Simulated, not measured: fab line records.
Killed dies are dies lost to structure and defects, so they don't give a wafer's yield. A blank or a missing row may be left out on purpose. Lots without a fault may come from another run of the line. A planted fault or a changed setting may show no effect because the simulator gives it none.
Which tool is to blame? / flow gf180mcu / 39 wafers from 13 lots sampled at 4 of the route's 602 steps

WHAT THE GAUGES SHOWED, per wafer
GF_PASSIVATION_THK_MEAS_03.
lot=L961; measured=day 27 21:46; on=film_metro-03; PASSIVATION_CVD_02_THK (nm)=689 701 693
lot=L962; measured=day 28 12:56; on=film_metro-01; PASSIVATION_CVD_02_THK (nm)=688 708 710
lot=L964; measured=day 28 20:53; on=film_metro-04; PASSIVATION_CVD_02_THK (nm)=689 688 705
lot=L966; measured=day 29 20:18; on=film_metro-01; PASSIVATION_CVD_02_THK (nm)=701 704 704
lot=L967; measured=day 30 08:34; on=film_metro-03; PASSIVATION_CVD_02_THK (nm)=697 714 711
lot=L968; measured=day 30 10:49; on=film_metro-01; PASSIVATION_CVD_02_THK (nm)=689 693 706
lot=L970; measured=day 30 22:47; on=film_metro-03; PASSIVATION_CVD_02_THK (nm)=699 704 706
lot=L975; measured=day 32 03:46; on=film_metro-04; PASSIVATION_CVD_02_THK (nm)=682 702 694
lot=L977; measured=day 32 15:29; on=film_metro-04; PASSIVATION_CVD_02_THK (nm)=683 689 695
lot=L979; measured=day 33 03:59; on=film_metro-01; PASSIVATION_CVD_02_THK (nm)=680 700 696
lot=L980; measured=day 33 10:33; on=film_metro-03; PASSIVATION_CVD_02_THK (nm)=698 713 708
lot=L982; measured=day 33 18:11; on=film_metro-03; PASSIVATION_CVD_02_THK (nm)=699 687 692
lot=L983; measured=day 34 00:00; on=film_metro-04; PASSIVATION_CVD_02_THK (nm)=703 701 715

EACH LOT AND THE TOOL THAT RAN IT (in order: tool; ch and the chambers of the sampled wafers; start)
lot=L961; GF_MIM_SPUTTER_03=pvd_sputter-04, day 24 05:16; GF_MIM_SPUTTER_09=pvd_sputter-02, day 24 05:32; GF_V5_CMP_04=cmp-02 ch 0,1,3, day 26 01:25
lot=L962; GF_MIM_SPUTTER_03=pvd_sputter-03, day 24 19:52; GF_MIM_SPUTTER_09=pvd_sputter-04, day 24 20:05; GF_V5_CMP_04=cmp-01 ch 0,1,2, day 26 19:18
lot=L964; GF_MIM_SPUTTER_03=pvd_sputter-02, day 25 07:46; GF_MIM_SPUTTER_09=pvd_sputter-04, day 25 07:59; GF_V5_CMP_04=cmp-01 ch 0,1,3, day 27 02:33
lot=L966; GF_MIM_SPUTTER_03=pvd_sputter-02, day 26 08:58; GF_MIM_SPUTTER_09=pvd_sputter-04, day 26 09:11; GF_V5_CMP_04=cmp-02 ch 0,1, day 28 02:47
lot=L967; GF_MIM_SPUTTER_03=pvd_sputter-02, day 26 21:19; GF_MIM_SPUTTER_09=pvd_sputter-03, day 26 21:32; GF_V5_CMP_04=cmp-01 ch 0,1,2, day 28 14:19
lot=L968; GF_MIM_SPUTTER_03=pvd_sputter-02, day 26 23:07; GF_MIM_SPUTTER_09=pvd_sputter-04, day 26 23:20; GF_V5_CMP_04=cmp-02 ch 1,2,3, day 28 17:55
lot=L970; GF_MIM_SPUTTER_03=pvd_sputter-02, day 27 13:07; GF_MIM_SPUTTER_09=pvd_sputter-04, day 27 13:20; GF_V5_CMP_04=cmp-01 ch 0,2, day 29 06:01
lot=L975; GF_MIM_SPUTTER_03=pvd_sputter-04, day 28 22:22; GF_MIM_SPUTTER_09=pvd_sputter-03, day 28 22:35; GF_V5_CMP_04=cmp-02 ch 0,1,3, day 30 13:06
lot=L977; GF_MIM_SPUTTER_03=pvd_sputter-04, day 29 11:54; GF_MIM_SPUTTER_09=pvd_sputter-03, day 29 12:07; GF_V5_CMP_04=cmp-02 ch 0,1,3, day 31 02:37
lot=L979; GF_MIM_SPUTTER_03=pvd_sputter-02, day 30 03:11; GF_MIM_SPUTTER_09=pvd_sputter-03, day 30 03:24; GF_V5_CMP_04=cmp-01 ch 2,3, day 31 15:57
lot=L980; GF_MIM_SPUTTER_03=pvd_sputter-04, day 30 10:35; GF_MIM_SPUTTER_09=pvd_sputter-02, day 30 10:48; GF_V5_CMP_04=cmp-02 ch 1,2, day 31 22:50
lot=L982; GF_MIM_SPUTTER_03=pvd_sputter-03, day 30 17:58; GF_MIM_SPUTTER_09=pvd_sputter-04, day 30 18:11; GF_V5_CMP_04=cmp-01 ch 0,1,2, day 32 06:59
lot=L983; GF_MIM_SPUTTER_03=pvd_sputter-03, day 31 02:29; GF_MIM_SPUTTER_09=pvd_sputter-04, day 31 02:42; GF_V5_CMP_04=cmp-01 ch 0,1,2, day 32 13:20
- GF_MIM_SPUTTER_03: material Ti, target thk 10 nm, time 6.7 s.
- GF_MIM_SPUTTER_09: material TiN, target thk 35 nm, time 29.2 s.
- GF_V5_CMP_04: polishes SiO2.

WHAT THE TOOLS THEMSELVES READ (means of the sampled wafers that have a number; where no wafer has one, the mark that the record gives instead)
GF_MIM_SPUTTER_03.
lot=L961; tool=pvd_sputter-04; cathode_dc_power_W (W)=2999.7; throttle_valve_pct (%)=29.9
lot=L962; tool=pvd_sputter-03; cathode_dc_power_W (W)=2999.4; throttle_valve_pct (%)=30.3
lot=L964; tool=pvd_sputter-02; cathode_dc_power_W (W)=2999.9; throttle_valve_pct (%)=31.6
lot=L966; tool=pvd_sputter-02; cathode_dc_power_W (W)=2999.5; throttle_valve_pct (%)=30.3
lot=L967; tool=pvd_sputter-02; cathode_dc_power_W (W)=2999.9; throttle_valve_pct (%)=31.7
lot=L968; tool=pvd_sputter-02; cathode_dc_power_W (W)=3000.1; throttle_valve_pct (%)=28.9
lot=L970; tool=pvd_sputter-02; cathode_dc_power_W (W)=2999.9; throttle_valve_pct (%)=30.5
lot=L975; tool=pvd_sputter-04; cathode_dc_power_W (W)=3000.3; throttle_valve_pct (%)=29.1
lot=L977; tool=pvd_sputter-04; cathode_dc_power_W (W)=3000.5; throttle_valve_pct (%)=29.3
lot=L979; tool=pvd_sputter-02; cathode_dc_power_W (W)=3000.6; throttle_valve_pct (%)=29.1
lot=L980; tool=pvd_sputter-04; cathode_dc_power_W (W)=3000.3; throttle_valve_pct (%)=29.0
lot=L982; tool=pvd_sputter-03; cathode_dc_power_W (W)=3000.2; throttle_valve_pct (%)=30.0
lot=L983; tool=pvd_sputter-03; cathode_dc_power_W (W)=3000.0; throttle_valve_pct (%)=29.6

GF_MIM_SPUTTER_09.
lot=L961; tool=pvd_sputter-02; cathode_dc_power_W (W)=6500.2; throttle_valve_pct (%)=30.7
lot=L962; tool=pvd_sputter-04; cathode_dc_power_W (W)=6498.9; throttle_valve_pct (%)=29.3
lot=L964; tool=pvd_sputter-04; cathode_dc_power_W (W)=6500.0; throttle_valve_pct (%)=29.4
lot=L966; tool=pvd_sputter-04; cathode_dc_power_W (W)=6499.7; throttle_valve_pct (%)=29.0
lot=L967; tool=pvd_sputter-03; cathode_dc_power_W (W)=6500.3; throttle_valve_pct (%)=29.9
lot=L968; tool=pvd_sputter-04; cathode_dc_power_W (W)=6500.4; throttle_valve_pct (%)=29.4
lot=L970; tool=pvd_sputter-04; cathode_dc_power_W (W)=6499.2; throttle_valve_pct (%)=29.7
lot=L975; tool=pvd_sputter-03; cathode_dc_power_W (W)=6500.3; throttle_valve_pct (%)=29.9
lot=L977; tool=pvd_sputter-03; cathode_dc_power_W (W)=6498.3; throttle_valve_pct (%)=30.2
lot=L979; tool=pvd_sputter-03; cathode_dc_power_W (W)=6498.7; throttle_valve_pct (%)=29.7
lot=L980; tool=pvd_sputter-02; cathode_dc_power_W (W)=6498.9; throttle_valve_pct (%)=30.4
lot=L982; tool=pvd_sputter-04; cathode_dc_power_W (W)=6500.0; throttle_valve_pct (%)=29.4
lot=L983; tool=pvd_sputter-04; cathode_dc_power_W (W)=6500.2; throttle_valve_pct (%)=29.3

GF_V5_CMP_04.
lot=L961; tool=cmp-02; motor_current_A (A)=13.7; slurry_flow_ml_min=150.2
lot=L962; tool=cmp-01; motor_current_A (A)=12.2; slurry_flow_ml_min=149.9
lot=L964; tool=cmp-01; motor_current_A (A)=11.6; slurry_flow_ml_min=149.8
lot=L966; tool=cmp-02; motor_current_A (A)=13.1; slurry_flow_ml_min=150.5
lot=L967; tool=cmp-01; motor_current_A (A)=11.8; slurry_flow_ml_min=150.0
lot=L968; tool=cmp-02; motor_current_A (A)=12.9; slurry_flow_ml_min=149.9
lot=L970; tool=cmp-01; motor_current_A (A)=12.3; slurry_flow_ml_min=149.9
lot=L975; tool=cmp-02; motor_current_A (A)=13.2; slurry_flow_ml_min=150.1
lot=L977; tool=cmp-02; motor_current_A (A)=13.4; slurry_flow_ml_min=149.9
lot=L979; tool=cmp-01; motor_current_A (A)=12.5; slurry_flow_ml_min=150.4
lot=L980; tool=cmp-02; motor_current_A (A)=12.1; slurry_flow_ml_min=149.7
lot=L982; tool=cmp-01; motor_current_A (A)=11.7; slurry_flow_ml_min=149.8
lot=L983; tool=cmp-01; motor_current_A (A)=11.7; slurry_flow_ml_min=149.9

THE ANSWER, worked out from the rows above alone
Rule: the usual values come from the lots themselves. Put in order of their means at a reading, lots are off if they are a third of the lots or fewer, leave a main group of 4 or more, and stand apart from it by a gap of 3 or more times the standard deviation of the main group's means; of several such gaps the widest counts. If all means in a main group match to the digits the tables above print for the reading, that group is not used. Also off: a lot with no number at a reading for which 4 or more lots have one. Where the step has rows for the other lots, those lots are counted as sound. The gauges are gone through in route order, then the tools' own readings, and for those a lot's mean is taken as printed above. The first step at which some lot is off is used, and at that step the reading that is off furthest; a lot without a number counts as furthest.
Nothing can be told from this: no lot is off at any reading shown.

WHAT THE SIMULATOR HAD INSERTED
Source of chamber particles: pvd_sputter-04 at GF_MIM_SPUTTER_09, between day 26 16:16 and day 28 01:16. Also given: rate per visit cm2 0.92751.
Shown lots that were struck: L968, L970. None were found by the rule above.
